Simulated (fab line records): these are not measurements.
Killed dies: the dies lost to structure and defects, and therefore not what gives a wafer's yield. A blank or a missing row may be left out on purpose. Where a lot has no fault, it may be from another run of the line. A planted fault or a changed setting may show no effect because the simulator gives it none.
A single fault, viewed from 2 desks | flow sky130 | numbers are kept per desk, each desk with only its own; the story behind them comes last

## FOR THE TOOL OWNER'S DESK: rie diel-02
The tool's own readings at SKY_POLY_GATE_ETCH_15 (etches BARC in N2/H2, stops on SiO2, time 118.5 s, target depth 110 nm): means of the sampled wafers that have a number, for each lot that ran on this tool. If a lot's mean is further than 4 standard deviations from the usual mean, the lot is out of limits and carries the mark OUT (the distance appears in the brackets).
Columns: A = drypump motor current A at SKY_POLY_GATE_ETCH_15, usual 5.7 A; B = oes product au at SKY_POLY_GATE_ETCH_15, usual 0.717 a.u.; C = throttle valve pct at SKY_POLY_GATE_ETCH_15, usual 13.212 %
lot  | first seen here | A   | B     | C
L473 | day 16 18:05    | 5.6 | 0.719 | 13.207
L476 | day 17 11:23    | 5.8 | 0.714 | 13.203
L482 | day 19 09:47    | 5.7 | 0.717 | 13.207
L485 | day 20 11:17    | 5.6 | 0.717 | 13.215
L488 | day 21 18:08    | 5.9 | 0.717 | 13.205
L495 | day 24 18:44    | 5.4 | 0.716 | 13.201
Finding of this desk: none of the 6 lots has anything out of limits.

## FROM THE METROLOGY DESK
Lot by lot, what the gauges showed, no matter which tool ran the lot: averages of those sampled wafers that carry a number. If a lot's mean is further than 4 standard deviations from the usual mean, the lot is out of limits and carries the mark OUT (the distance appears in the brackets).
Columns: A = cd nm at SKY_POLY_GATE_CD_MEAS_22, usual 150.0 nm; B = LDD_LDN_OVL at SKY_LDD_LDN_OVL_MEAS_07, usual 0.4 nm
lot  | first seen here | A     | B
L473 | day 16 20:41    | 148.5 | 0.3
L475 | day 17 08:47    | 150.3 | -1.8
L476 | day 17 14:20    | 147.2 | 1.0
L482 | day 19 11:59    | 149.6 | -0.1
L485 | day 20 13:58    | 152.4 | -0.1
L488 | day 21 19:50    | 152.0 | -1.4
L489 | day 22 01:08    | 149.7 | -0.2
L491 | day 22 20:02    | 149.4 | 1.3
L492 | day 23 01:06    | 152.5 | 1.4
L493 | day 23 22:29    | 150.9 | -1.1
L495 | day 24 20:28    | 148.7 | 2.0
Finding of this desk: none of the 11 lots has anything out of limits.

## ALL TOGETHER
The desk of the tool owner found nothing out of limits.
At the metrology desk, nothing out of limits was observed.

## WHAT THE SIMULATOR HAD INSERTED
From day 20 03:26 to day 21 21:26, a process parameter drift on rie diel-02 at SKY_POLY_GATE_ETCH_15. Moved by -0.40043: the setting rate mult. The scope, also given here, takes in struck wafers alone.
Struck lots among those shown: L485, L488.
